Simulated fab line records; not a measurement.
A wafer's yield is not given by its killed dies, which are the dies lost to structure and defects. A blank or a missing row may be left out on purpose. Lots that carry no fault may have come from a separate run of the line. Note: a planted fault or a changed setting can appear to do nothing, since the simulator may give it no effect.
fab line records	flow gf180mcu
[record] lots = 24	wafers = 72	last-day = 34
route steps=602 shown V2@400 M3@426 V3@431 V5@558 TOP_METAL@573
lots untouched by any fault: they come from a run of this same line in which no faults occurred
start-h: hours from the record's opening day to when the first of the lot's shown wafers began	wait-h: time in hours since the lot's previous step	" as in the row above	L1.1+2: a row that stands for several wafers	- no value, or no start was given	* or withheld: withheld	< > ~ a bound
route shown NAME@n: a module of which the file shows steps, and the number in the route of the first	usual: average and standard deviation across the fault-free wafers	same: alike in all rows	chamber/n: place in a boat	sites: each site's reading	_std_site: standard deviation of those values	_edge_site: the outer-site mean with the inner-site mean subtracted	radius-mm: how far each site lies from the wafer's centre	mask NAME#n: copy n	behind: the last tool/chamber to shape the wafer	hold: what put the lot on hold/how long, in hours/how the hold closed	device: whichever transistor did not switch (one of n, p or np)	end of line: tests run on the same wafers once the route is complete	where a step has no rows: the recipe by itself	killed: not the wafer's yield, but the dies lost to structure and defects at the first sort	map: dies across one wafer; x = killed, . = not, _ = none there
set.NAME: the run value of the setting; set.NAME@STEP: its run value at that earlier step	model.NAME: the simulator's own value behind a step, which no gauge read
the route's steps for a sample of lots (tables are steps, rows are wafers)
services: when a tool's chamber went out of use (start-h, in hours from the record's first day, below 0 if earlier), for how many hours, and the reason
[[steps]]
[step GF_V2_STRIP_18]
[recipe] chemistry = O2/N2	power-w = 1400	pressure-mtorr = 1500	platen-temp-c = 250	o2-flow-sccm = 3000	n2-flow-sccm = 300	overash-fraction = 0.5
[usual] chamber-pressure-mTorr = 1499.9/1.4	drypump-motor-current-A = 5.8/0.44	heater-power-w = 330/42	oes-product-au = 0.591/0.0052
lot.wafer	tool	chamber	start-h	wait-h	chamber-pressure-mTorr	drypump-motor-current-A	heater-power-w	oes-product-au	rf-hours-counter-h
L074.1	plasma-asher-04	1	464.78	-	1501.9	5.0	332	0.585	3
L074.5	"	0	"	"	1501.2	6.3	324	0.593	-
L074.6	"	1	"	"	1499.9	5.0	332	0.588	-
L075.1	plasma-asher-01	0	472.33	-	1498.7	5.9	400	0.596	66
L075.3	"	0	"	"	1500.1	5.9	408	0.594	-
L075.4	"	1	"	"	1504.0	6.0	309	0.589	-
L076.1	plasma-asher-03	1	481.37	-	1500.9	6.1	321	0.593	83
L076.3	"	1	"	"	1497.9	6.1	330	0.596	-
L076.6	"	1	"	"	1500.1	6.1	312	0.598	-
L078.1	plasma-asher-04	0	504.58	-	1499.2	6.3	327	0.601	8
L078.3	"	1	"	"	1501.6	5.1	324	0.591	-
L078.6	"	0	"	"	1500.0	6.3	322	0.586	-
L077.1	plasma-asher-03	1	504.93	-	1501.4	6.1	323	0.582	88
L077.3	"	1	"	"	1499.2	6.1	325	0.584	-
L077.5	"	0	"	"	1502.1	5.7	262	0.591	-
L079.1	plasma-asher-04	1	517.22	-	1496.2	5.0	340	0.597	10
L079.5	"	1	"	"	1501.0	5.0	324	0.587	-
L079.6	"	0	"	"	1500.6	6.3	316	0.589	-
L080.3	plasma-asher-04	1	526.20	-	1498.3	5.0	333	0.592	-
L080.4	"	0	"	"	1498.6	6.2	325	0.587	-
L080.5	"	0	"	"	1499.4	6.3	314	0.582	-
L081.1	plasma-asher-03	1	532.78	-	1500.2	6.1	324	0.595	91
L081.3	"	1	"	"	1502.0	6.1	326	0.584	-
L081.4	"	0	"	"	1497.5	5.7	257	0.595	-
L082.3	plasma-asher-01	0	536.70	-	1498.8	5.9	408	0.593	-
L082.4	"	1	"	"	1500.4	6.0	308	0.589	-
L082.6	"	1	"	"	1501.3	6.0	307	0.595	-
L083.2	plasma-asher-04	1	549.23	-	1499.8	5.0	336	0.594	13
L083.3	"	0	"	"	1501.3	6.3	325	0.587	-
L083.6	"	1	"	"	1499.6	5.0	328	0.592	-
L084.3	plasma-asher-04	1	559.01	-	1500.5	5.0	328	0.596	-
L084.5	"	0	"	"	1498.2	6.3	322	0.589	-
L084.6	"	1	"	"	1499.5	5.0	329	0.596	-
L085.1	plasma-asher-01	0	566.92	-	1501.1	5.9	413	0.591	74
L085.3	"	1	"	"	1499.1	5.9	308	0.590	-
L085.6	"	1	"	"	1504.0	5.9	305	0.596	-
L086.2	plasma-asher-01	0	573.72	-	1499.3	5.9	416	0.585	75
L086.4	"	0	"	"	1501.8	5.9	404	0.592	-
L086.5	"	0	"	"	1501.2	5.9	398	0.583	-
L087.1	plasma-asher-03	0	577.60	-	1497.9	5.8	262	0.588	96
L087.2	"	1	"	"	1501.6	6.1	321	0.588	96
L087.6	"	1	"	"	1498.9	6.1	323	0.605	-
L088.1	plasma-asher-04	1	586.28	-	1497.7	5.1	326	0.591	16
L088.2	"	0	"	"	1500.3	6.3	327	0.581	16
L088.4	"	0	"	"	1499.6	6.3	334	0.587	-
L089.2	plasma-asher-04	1	596.78	-	1500.1	5.0	332	0.583	18
L089.3	"	0	"	"	1500.2	6.3	324	0.590	-
L089.4	"	1	"	"	1500.5	5.1	333	0.600	-
L090.3	plasma-asher-01	0	600.43	-	1499.4	5.9	411	0.593	-
L090.5	"	1	"	"	1501.3	6.0	302	0.597	-
L090.6	"	0	"	"	1501.0	5.9	413	0.592	-
L091.1	plasma-asher-04	0	606.37	-	1500.5	6.3	327	0.596	18
L091.4	"	0	"	"	1500.4	6.3	319	0.590	-
L091.6	"	1	"	"	1500.2	5.0	340	0.587	-
L092.1	plasma-asher-01	1	612.87	-	1499.2	5.9	307	0.593	80
L092.2	"	0	"	"	1499.9	5.9	406	0.589	80
L092.5	"	1	"	"	1502.0	5.9	304	0.595	-
L093.1	plasma-asher-03	0	625.37	-	1499.3	5.8	266	0.588	101
L093.3	"	1	"	"	1498.8	6.2	322	0.591	-
L093.4	"	0	"	"	1499.4	5.8	262	0.597	-
L094.1	plasma-asher-01	0	629.62	-	1498.4	5.9	417	0.587	81
L094.3	"	0	"	"	1498.5	5.9	418	0.589	-
L094.4	"	1	"	"	1500.1	5.9	306	0.585	-
L095.3	plasma-asher-04	0	636.28	-	1499.9	6.3	328	0.590	-
L095.4	"	1	"	"	1499.6	5.1	335	0.596	-
L095.5	"	1	"	"	1499.7	5.0	332	0.594	-
L096.1	plasma-asher-01	0	642.32	-	1503.8	5.9	422	0.599	83
L096.3	"	0	"	"	1499.3	5.9	416	0.593	-
L096.4	"	1	"	"	1498.8	5.9	307	0.595	-
L097.1	plasma-asher-04	1	648.27	-	1498.0	5.1	318	0.591	23
L097.5	"	0	"	"	1500.7	6.3	330	0.590	-
L097.6	"	1	"	"	1499.5	5.1	331	0.597	-
[step GF_M3_STRIP_17]
[recipe] chemistry = O2/N2	power-w = 1400	pressure-mtorr = 1500	platen-temp-c = 250	o2-flow-sccm = 3000	n2-flow-sccm = 300	overash-fraction = 0.5
[usual] chamber-pressure-mTorr = 1499.9/1.4	drypump-motor-current-A = 5.90/0.16	heater-power-w = 312/50	oes-product-au = 0.562/0.0044	strip-time-to-endpoint-s = 7.99/0.054
lot.wafer	tool	chamber	start-h	wait-h	chamber-pressure-mTorr	drypump-motor-current-A	heater-power-w	oes-product-au	rf-hours-counter-h	strip-time-to-endpoint-s
L074.1	plasma-asher-03	1	490.55	0.1	1499.8	6.11	315	0.561	85	7.94
L074.5	"	0	"	"	1501.0	5.73	262	0.555	-	7.93
L074.6	"	1	"	"	1502.1	6.10	308	0.559	-	7.95
L075.1	plasma-asher-03	1	497.82	0.1	1500.7	6.10	311	0.572	87	8.04
L075.3	"	0	"	"	1499.7	5.70	260	0.567	-	8.05
L075.4	"	1	"	"	1500.3	6.12	317	0.561	-	7.99
L076.1	plasma-asher-03	1	506.45	0.1	1500.5	6.09	323	0.561	88	7.90
L076.3	"	0	"	"	1500.5	5.76	259	0.550	-	7.89
L076.6	"	1	"	"	1498.2	6.09	318	0.557	-	7.90
L078.1	plasma-asher-02	0	528.85	0.1	1501.9	6.05	276	0.558	41	8.01
L078.3	"	1	"	"	1497.8	5.62	293	0.564	-	7.99
L078.6	"	0	"	"	1499.9	6.06	274	0.563	-	7.95
L077.1	plasma-asher-01	1	529.74	0.1	1500.4	5.97	308	0.560	70	7.96
L077.3	"	1	"	"	1500.4	5.94	307	0.555	-	7.90
L077.5	"	0	"	"	1500.8	5.89	417	0.564	-	7.92
L079.1	plasma-asher-01	1	541.07	0.1	1497.5	5.96	306	0.557	72	7.93
L079.5	"	0	"	"	1500.1	5.88	409	0.564	-	7.98
L079.6	"	1	"	"	1499.6	5.93	302	0.568	-	7.93
L080.3	plasma-asher-01	0	550.68	0.1	1498.7	5.89	414	0.564	-	7.97
L080.4	"	1	"	"	1501.3	5.94	308	0.560	-	7.94
L080.5	"	1	"	"	1498.8	5.96	303	0.555	-	7.94
L081.1	plasma-asher-03	0	557.35	0.2	1502.2	5.79	265	0.569	94	8.01
L081.3	"	1	"	"	1500.0	6.10	320	0.562	-	8.01
L081.4	"	0	"	"	1500.4	5.78	260	0.567	-	8.03
L082.3	plasma-asher-01	0	561.22	0.1	1499.4	5.88	405	0.559	-	7.96
L082.4	"	1	"	"	1497.8	5.92	306	0.561	-	7.99
L082.6	"	1	"	"	1501.0	5.95	314	0.559	-	7.95
L083.2	plasma-asher-03	0	572.38	0.1	1499.2	5.73	252	0.554	96	7.89
L083.3	"	0	"	"	1499.2	5.73	262	0.559	-	7.92
L083.6	"	0	"	"	1499.1	5.78	253	0.558	-	7.95
L084.3	plasma-asher-03	1	582.08	0.1	1500.9	6.12	324	0.560	-	8.03
L084.5	"	0	"	"	1503.0	5.75	259	0.563	-	8.00
L084.6	"	1	"	"	1498.5	6.11	318	0.562	-	8.00
L085.1	plasma-asher-03	0	590.35	0.1	1501.3	5.76	260	0.564	98	7.95
L085.3	"	0	"	"	1500.8	5.76	265	0.561	-	7.94
L085.6	"	1	"	"	1500.6	6.12	321	0.565	-	7.88
L086.2	plasma-asher-02	1	596.70	0.1	1500.8	5.61	301	0.564	48	8.04
L086.4	"	0	"	"	1498.2	6.03	270	0.570	-	8.12
L086.5	"	0	"	"	1499.8	6.02	266	0.565	-	8.03
L087.1	plasma-asher-01	0	600.70	0.1	1502.0	5.90	407	0.562	78	7.97
L087.2	"	1	"	"	1498.3	5.96	315	0.562	78	7.99
L087.6	"	0	"	"	1498.7	5.90	412	0.559	-	7.95
L088.1	plasma-asher-01	0	609.48	0.2	1502.0	5.88	415	0.558	79	8.01
L088.2	"	1	"	"	1502.1	5.95	301	0.568	79	8.03
L088.4	"	0	"	"	1501.0	5.89	403	0.567	-	8.00
L089.2	plasma-asher-01	1	619.30	0.1	1500.6	5.95	305	0.563	80	7.94
L089.3	"	0	"	"	1501.8	5.90	406	0.563	-	7.95
L089.4	"	1	"	"	1500.4	5.95	307	0.555	-	7.99
L090.3	plasma-asher-03	0	623.13	0.1	1499.0	5.74	266	0.561	-	7.98
L090.5	"	0	"	"	1497.2	5.72	261	0.562	-	8.02
L090.6	"	1	"	"	1502.2	6.09	321	0.566	-	8.00
L091.1	plasma-asher-01	1	628.15	0.1	1499.5	5.93	314	0.564	81	8.08
L091.4	"	1	"	"	1498.2	5.92	308	0.556	-	8.09
L091.6	"	1	"	"	1499.6	5.94	301	0.566	-	8.07
L092.1	plasma-asher-03	1	635.87	0.1	1499.9	6.10	319	0.567	102	8.07
L092.2	"	0	"	"	1499.3	5.70	260	0.559	102	8.09
L092.5	"	0	"	"	1498.9	5.72	257	0.565	-	8.11
L093.1	plasma-asher-02	0	646.42	0.1	1498.2	6.04	275	0.558	53	8.06
L093.3	"	1	"	"	1501.8	5.61	300	0.567	-	8.05
L093.4	"	0	"	"	1498.0	6.00	275	0.567	-	8.05
L094.1	plasma-asher-03	0	651.83	0.1	1501.0	5.74	262	0.561	104	8.00
L094.3	"	0	"	"	1500.3	5.75	255	0.565	-	8.04
L094.4	"	1	"	"	1500.8	6.11	319	0.564	-	7.98
L095.3	plasma-asher-03	0	658.18	0.1	1502.1	5.81	258	0.565	-	7.96
L095.4	"	1	"	"	1500.5	6.10	320	0.555	-	8.03
L095.5	"	0	"	"	1500.9	5.78	262	0.565	-	8.02
L096.1	plasma-asher-02	1	663.67	0.1	1498.4	5.62	304	0.569	54	8.02
L096.3	"	1	"	"	1497.6	5.61	297	0.561	-	8.01
L096.4	"	0	"	"	1499.5	6.02	275	0.560	-	8.03
L097.1	plasma-asher-02	0	669.42	0.1	1500.0	5.97	277	0.560	55	8.02
L097.5	"	1	"	"	1500.0	5.62	307	0.565	-	8.04
L097.6	"	0	"	"	1500.5	6.00	274	0.560	-	8.03
[step GF_V3_CVD_02]
[recipe] material = SiO2	target-thk-nm = 850	precursor = TEOS	temp-c = 400	time-s = 94.851	rf-w = 600
[usual] heater-power-w = 722/100
lot.wafer	tool	chamber	start-h	wait-h	heater-power-w
L074.1	pecvd-01	1	491.56	0.1	805
L074.5	"	2	"	"	535
L074.6	"	1	"	"	855
L075.1	pecvd-04	2	498.48	0.1	712
L075.3	"	1	"	"	875
L075.4	"	0	"	"	756
L076.1	pecvd-04	1	507.12	0.1	926
L076.3	"	0	"	"	755
L076.6	"	0	"	"	795
L078.1	pecvd-03	1	529.53	0.1	615
L078.3	"	0	"	"	620
L078.6	"	2	"	"	854
L077.1	pecvd-04	0	530.43	0.1	800
L077.3	"	2	"	"	683
L077.5	"	2	"	"	759
L079.1	pecvd-01	1	541.73	0.1	843
L079.5	"	0	"	"	680
L079.6	"	1	"	"	899
L080.3	pecvd-03	0	551.32	0.0	605
L080.4	"	2	"	"	786
L080.5	"	1	"	"	730
L081.1	pecvd-03	1	558.01	0.1	721
L081.3	"	2	"	"	837
L081.4	"	0	"	"	670
L082.3	pecvd-01	2	561.85	0.0	550
L082.4	"	0	"	"	665
L082.6	"	2	"	"	609
L083.2	pecvd-03	1	573.05	0.0	612
L083.3	"	0	"	"	672
L083.6	"	1	"	"	696
L084.3	pecvd-03	0	582.72	0.0	660
L084.5	"	1	"	"	581
L084.6	"	2	"	"	679
L085.1	pecvd-04	0	591.06	0.1	635
L085.3	"	2	"	"	835
L085.6	"	0	"	"	708
L086.2	pecvd-01	0	597.40	0.0	711
L086.4	"	0	"	"	742
L086.5	"	1	"	"	799
L087.1	pecvd-01	0	601.37	0.1	595
L087.2	"	1	"	"	842
L087.6	"	1	"	"	930
L088.1	pecvd-03	1	610.18	0.1	602
L088.2	"	0	"	"	732
L088.4	"	0	"	"	754
L089.2	pecvd-03	2	619.97	0.0	789
L089.3	"	1	"	"	678
L089.4	"	0	"	"	614
L090.3	pecvd-01	2	624.23	0.0	583
L090.5	"	0	"	"	584
L090.6	"	1	"	"	862
L091.1	pecvd-03	2	628.82	0.1	777
L091.4	"	2	"	"	632
L091.6	"	0	"	"	758
L092.1	pecvd-01	1	636.53	0.1	854
L092.2	"	2	"	"	553
L092.5	"	1	"	"	892
L093.1	pecvd-04	1	647.08	0.1	906
L093.3	"	2	"	"	755
L093.4	"	2	"	"	803
L094.1	pecvd-03	0	652.50	0.1	709
L094.3	"	2	"	"	676
L094.4	"	2	"	"	755
L095.3	pecvd-03	1	658.85	0.0	645
L095.4	"	1	"	"	675
L095.5	"	2	"	"	646
L096.1	pecvd-01	1	664.34	0.1	849
L096.3	"	2	"	"	648
L096.4	"	2	"	"	672
L097.1	pecvd-03	1	670.08	0.1	741
L097.5	"	1	"	"	655
L097.6	"	0	"	"	676
[step GF_V3_OVL_MEAS_15]
[usual] V3_OVL = 2/5
lot.wafer	tool	chamber	start-h	wait-h	V3_OVL[nm]
L074.1	overlay-01	-	515.57	0.1	2
L074.5	"	-	"	"	-1
L074.6	"	-	"	"	1
L075.1	overlay-01	-	523.11	0.1	-3
L075.3	"	-	"	"	2
L075.4	"	-	"	"	4
L076.1	overlay-02	-	530.59	0.1	8
L076.3	"	-	"	"	4
L076.6	"	-	"	"	-5
L078.1	overlay-02	-	552.22	0.1	-5
L078.3	"	-	"	"	-1
L078.6	"	-	"	"	-1
L077.1	overlay-02	-	553.04	0.1	4
L077.3	"	-	"	"	1
L077.5	"	-	"	"	0
L079.1	overlay-01	-	564.46	0.1	7
L079.5	"	-	"	"	7
L079.6	"	-	"	"	6
L080.3	overlay-02	-	573.33	0.1	4
L080.4	"	-	"	"	10
L080.5	"	-	"	"	7
L081.1	overlay-01	-	580.29	0.1	2
L081.3	"	-	"	"	7
L081.4	"	-	"	"	-2
L082.3	overlay-02	-	583.78	0.1	-5
L082.4	"	-	"	"	8
L082.6	"	-	"	"	7
L083.2	overlay-02	-	594.87	0.1	-5
L083.3	"	-	"	"	-5
L083.6	"	-	"	"	-11
L084.3	overlay-01	-	604.95	0.1	-5
L084.5	"	-	"	"	0
L084.6	"	-	"	"	5
L085.1	overlay-01	-	612.77	0.1	-3
L085.3	"	-	"	"	-5
L085.6	"	-	"	"	6
L086.2	overlay-02	-	618.12	0.1	-2
L086.4	"	-	"	"	3
L086.5	"	-	"	"	1
L087.1	overlay-01	-	622.62	0.1	4
L087.2	"	-	"	"	-1
L087.6	"	-	"	"	3
L088.1	overlay-01	-	631.52	0.1	-1
L088.2	"	-	"	"	1
L088.4	"	-	"	"	2
L089.2	overlay-02	-	640.84	0.1	7
L089.3	"	-	"	"	0
L089.4	"	-	"	"	7
L090.3	overlay-01	-	644.73	0.1	-6
L090.5	"	-	"	"	-7
L090.6	"	-	"	"	5
L091.1	overlay-01	-	649.54	0.1	1
L091.4	"	-	"	"	0
L091.6	"	-	"	"	3
L092.1	overlay-02	-	656.62	0.1	4
L092.2	"	-	"	"	7
L092.5	"	-	"	"	6
L093.1	overlay-01	-	667.31	0.1	0
L093.3	"	-	"	"	-6
L093.4	"	-	"	"	1
L094.1	overlay-02	-	672.41	0.1	3
L094.3	"	-	"	"	6
L094.4	"	-	"	"	9
L095.3	overlay-02	-	678.18	0.1	-3
L095.4	"	-	"	"	7
L095.5	"	-	"	"	-7
L096.1	overlay-02	-	683.36	0.1	5
L096.3	"	-	"	"	-3
L096.4	"	-	"	"	3
L097.1	overlay-02	-	689.66	0.1	6
L097.5	"	-	"	"	8
L097.6	"	-	"	"	10
[step GF_V5_STRIP_18]
[recipe] chemistry = O2/N2	power-w = 1400	pressure-mtorr = 1500	platen-temp-c = 250	o2-flow-sccm = 3000	n2-flow-sccm = 300	overash-fraction = 0.5
[usual] chamber-pressure-mTorr = 1499.9/1.4	drypump-motor-current-A = 5.8/0.37	heater-power-w = 327/45	oes-product-au = 0.568/0.0044
lot.wafer	tool	chamber	start-h	wait-h	chamber-pressure-mTorr	drypump-motor-current-A	heater-power-w	oes-product-au	rf-hours-counter-h
L074.1	plasma-asher-02	0	631.01	-	1500.9	6.0	278	0.564	51
L074.5	"	1	"	"	1499.1	5.6	301	0.568	-
L074.6	"	0	"	"	1499.3	6.0	267	0.570	-
L075.1	plasma-asher-01	0	636.56	-	1500.3	5.9	417	0.569	82
L075.3	"	1	"	"	1500.7	5.9	310	0.570	-
L075.4	"	0	"	"	1498.7	5.9	410	0.572	-
L076.1	plasma-asher-04	1	643.96	-	1500.8	5.0	344	0.568	22
L076.3	"	1	"	"	1497.9	5.0	327	0.571	-
L076.6	"	0	"	"	1497.4	6.3	325	0.570	-
L078.1	plasma-asher-04	0	662.81	-	1499.6	6.3	322	0.569	24
L078.3	"	1	"	"	1499.1	5.0	341	0.561	-
L078.6	"	0	"	"	1497.2	6.3	315	0.566	-
L077.1	plasma-asher-02	1	664.59	-	1499.8	5.6	308	0.568	55
L077.3	"	0	"	"	1500.3	6.0	272	0.569	-
L077.5	"	1	"	"	1498.9	5.6	303	0.571	-
L079.1	plasma-asher-04	1	673.64	-	1499.4	5.0	322	0.565	25
L079.5	"	1	"	"	1503.1	5.0	339	0.570	-
L079.6	"	0	"	"	1499.7	6.3	325	0.564	-
L080.3	plasma-asher-04	1	681.19	-	1499.0	5.0	335	0.573	-
L080.4	"	0	"	"	1499.2	6.3	323	0.564	-
L080.5	"	1	"	"	1500.5	5.0	339	0.571	-
L081.1	plasma-asher-04	0	688.14	-	1498.7	6.3	307	0.561	27
L081.3	"	0	"	"	1499.7	6.3	325	0.568	-
L081.4	"	1	"	"	1501.6	5.0	337	0.566	-
L082.3	plasma-asher-01	0	690.34	-	1502.5	5.9	417	0.571	-
L082.4	"	1	"	"	1500.4	6.0	312	0.562	-
L082.6	"	1	"	"	1499.8	6.0	306	0.563	-
L083.2	plasma-asher-02	1	699.90	-	1499.4	5.6	301	0.572	58
L083.3	"	0	"	"	1500.4	6.0	273	0.570	-
L083.6	"	0	"	"	1502.8	6.0	275	0.561	-
L084.3	plasma-asher-02	1	708.78	-	1500.6	5.6	295	0.566	-
L084.5	"	0	"	"	1500.5	6.0	275	0.565	-
L084.6	"	1	"	"	1499.8	5.6	303	0.571	-
L085.1	plasma-asher-04	0	716.01	-	1499.2	6.3	323	0.569	30
L085.3	"	0	"	"	1499.7	6.3	322	0.578	-
L085.6	"	1	"	"	1500.2	5.0	323	0.565	-
L086.2	plasma-asher-02	0	721.44	-	1499.5	6.0	279	0.562	60
L086.4	"	0	"	"	1498.7	6.0	265	0.569	-
L086.5	"	1	"	"	1501.5	5.6	302	0.569	-
L087.1	plasma-asher-04	0	725.16	-	1499.8	6.3	321	0.563	31
L087.2	"	1	"	"	1500.4	5.0	323	0.555	31
L087.6	"	1	"	"	1500.2	5.0	337	0.571	-
L088.1	plasma-asher-01	0	733.39	-	1500.2	5.9	410	0.566	92
L088.2	"	1	"	"	1499.7	6.0	308	0.570	92
L088.4	"	0	"	"	1499.4	5.9	414	0.569	-
L089.2	plasma-asher-01	1	740.81	-	1498.3	6.0	317	0.563	93
L089.3	"	1	"	"	1501.6	5.9	310	0.569	-
L089.4	"	0	"	"	1500.4	5.9	419	0.576	-
L090.3	plasma-asher-01	1	744.83	-	1501.9	6.0	315	0.570	-
L090.5	"	1	"	"	1499.6	6.0	303	0.555	-
L090.6	"	0	"	"	1499.8	5.9	413	0.567	-
L091.1	plasma-asher-01	0	748.46	-	1498.9	5.9	401	0.567	94
L091.4	"	1	"	"	1500.3	6.0	309	0.565	-
L091.6	"	1	"	"	1501.4	5.9	320	0.563	-
L092.1	plasma-asher-02	0	754.64	-	1498.4	6.0	272	0.571	64
L092.2	"	1	"	"	1500.6	5.6	306	0.570	64
L092.5	"	1	"	"	1500.4	5.6	296	0.577	-
L093.1	plasma-asher-02	1	763.20	-	1498.9	5.6	296	0.573	65
L093.3	"	0	"	"	1501.2	6.0	270	0.567	-
L093.4	"	1	"	"	1502.3	5.6	307	0.569	-
L094.1	plasma-asher-01	1	768.24	-	1501.3	6.0	313	0.570	96
L094.3	"	0	"	"	1500.6	5.9	402	0.565	-
L094.4	"	1	"	"	1501.3	6.0	308	0.564	-
L095.3	plasma-asher-01	0	772.98	-	1498.3	5.9	415	0.560	-
L095.4	"	1	"	"	1497.6	5.9	309	0.563	-
L095.5	"	1	"	"	1501.0	5.9	309	0.561	-
L096.1	plasma-asher-01	0	777.02	-	1499.8	5.9	414	0.571	98
L096.3	"	0	"	"	1499.1	5.9	416	0.565	-
L096.4	"	1	"	"	1503.5	5.9	309	0.573	-
L097.1	plasma-asher-02	0	781.64	-	1499.9	6.0	271	0.567	66
L097.5	"	0	"	"	1500.7	6.0	274	0.565	-
L097.6	"	1	"	"	1499.1	5.6	302	0.568	-
[step GF_TOP_METAL_THK_MEAS_06]
[recipe] thk-meas-gauge = xrf	reads = AlCu_of_TOP_METAL_SPUTTER_02
[usual] TOP_METAL_ALCU_THK = 900/12
lot.wafer	tool	chamber	start-h	wait-h	TOP_METAL_ALCU_THK[nm]
L074.1	film-metro-03	-	632.57	0.1	865
L074.5	"	-	"	"	893
L074.6	"	-	"	"	883
L075.1	film-metro-03	-	638.12	0.1	917
L075.3	"	-	"	"	894
L075.4	"	-	"	"	894
L076.1	film-metro-04	-	645.52	0.1	877
L076.3	"	-	"	"	892
L076.6	"	-	"	"	883
L078.1	film-metro-02	-	664.41	0.1	902
L078.3	"	-	"	"	905
L078.6	"	-	"	"	903
L077.1	film-metro-03	-	666.16	0.1	895
L077.3	"	-	"	"	874
L077.5	"	-	"	"	891
L079.1	film-metro-04	-	675.24	0.1	907
L079.5	"	-	"	"	892
L079.6	"	-	"	"	906
L080.3	film-metro-02	-	682.74	0.1	913
L080.4	"	-	"	"	901
L080.5	"	-	"	"	907
L081.1	film-metro-03	-	689.77	0.1	902
L081.3	"	-	"	"	901
L081.4	"	-	"	"	897
L082.3	film-metro-04	-	691.89	0.1	906
L082.4	"	-	"	"	914
L082.6	"	-	"	"	893
L083.2	film-metro-04	-	701.51	0.1	904
L083.3	"	-	"	"	904
L083.6	"	-	"	"	907
L084.3	film-metro-02	-	710.38	0.1	905
L084.5	"	-	"	"	905
L084.6	"	-	"	"	905
L085.1	film-metro-02	-	717.57	0.1	921
L085.3	"	-	"	"	902
L085.6	"	-	"	"	906
L086.2	film-metro-02	-	723.02	0.1	897
L086.4	"	-	"	"	913
L086.5	"	-	"	"	900
L087.1	film-metro-02	-	726.75	0.1	910
L087.2	"	-	"	"	894
L087.6	"	-	"	"	906
L088.1	film-metro-04	-	735.03	0.1	914
L088.2	"	-	"	"	900
L088.4	"	-	"	"	901
L089.2	film-metro-04	-	742.39	0.1	921
L089.3	"	-	"	"	918
L089.4	"	-	"	"	933
L090.3	film-metro-02	-	746.39	0.1	899
L090.5	"	-	"	"	900
L090.6	"	-	"	"	913
L091.1	film-metro-03	-	750.03	0.1	894
L091.4	"	-	"	"	895
L091.6	"	-	"	"	890
L092.1	film-metro-02	-	756.21	0.1	898
L092.2	"	-	"	"	896
L092.5	"	-	"	"	888
L093.1	film-metro-03	-	764.77	0.1	912
L093.3	"	-	"	"	916
L093.4	"	-	"	"	905
L094.1	film-metro-03	-	769.81	0.1	882
L094.3	"	-	"	"	886
L094.4	"	-	"	"	886
L095.3	film-metro-02	-	774.69	0.1	917
L095.4	"	-	"	"	917
L095.5	"	-	"	"	924
L096.1	film-metro-03	-	778.60	0.1	919
L096.3	"	-	"	"	906
L096.4	"	-	"	"	898
L097.1	film-metro-04	-	783.20	0.1	897
L097.5	"	-	"	"	889
L097.6	"	-	"	"	880
[[services]]
tool	chamber	start-h	hours	kind
plasma-asher-02	-	456.09	0.3	repair
plasma-asher-02	-	486.93	18.6	pm
plasma-asher-01	-	488.39	11.6	repair
pecvd-01	2	502.63	3.6	repair
plasma-asher-01	-	507.79	6.6	repair
pecvd-01	1	511.73	13.9	repair
plasma-asher-02	-	515.60	1.2	repair
plasma-asher-01	-	523.18	2.8	pm
pecvd-01	-	532.85	0.9	repair
pecvd-01	2	584.71	34.7	repair
pecvd-03	-	591.12	14.0	pm
plasma-asher-01	-	603.27	0.5	repair
pecvd-01	-	660.64	0.4	repair
plasma-asher-02	-	666.63	0.3	repair
pecvd-03	2	667.49	4.0	repair
pecvd-03	-	674.54	2.8	pm
plasma-asher-01	-	684.37	2.3	repair
pecvd-01	1	688.37	3.8	repair
plasma-asher-04	-	690.18	3.8	repair
plasma-asher-03	-	733.80	9.0	pm
plasma-asher-01	-	743.55	0.5	repair
plasma-asher-02	-	752.04	0.7	repair
plasma-asher-02	-	767.51	7.4	repair
plasma-asher-02	-	768.68	7.1	repair
[[key]]
fault none
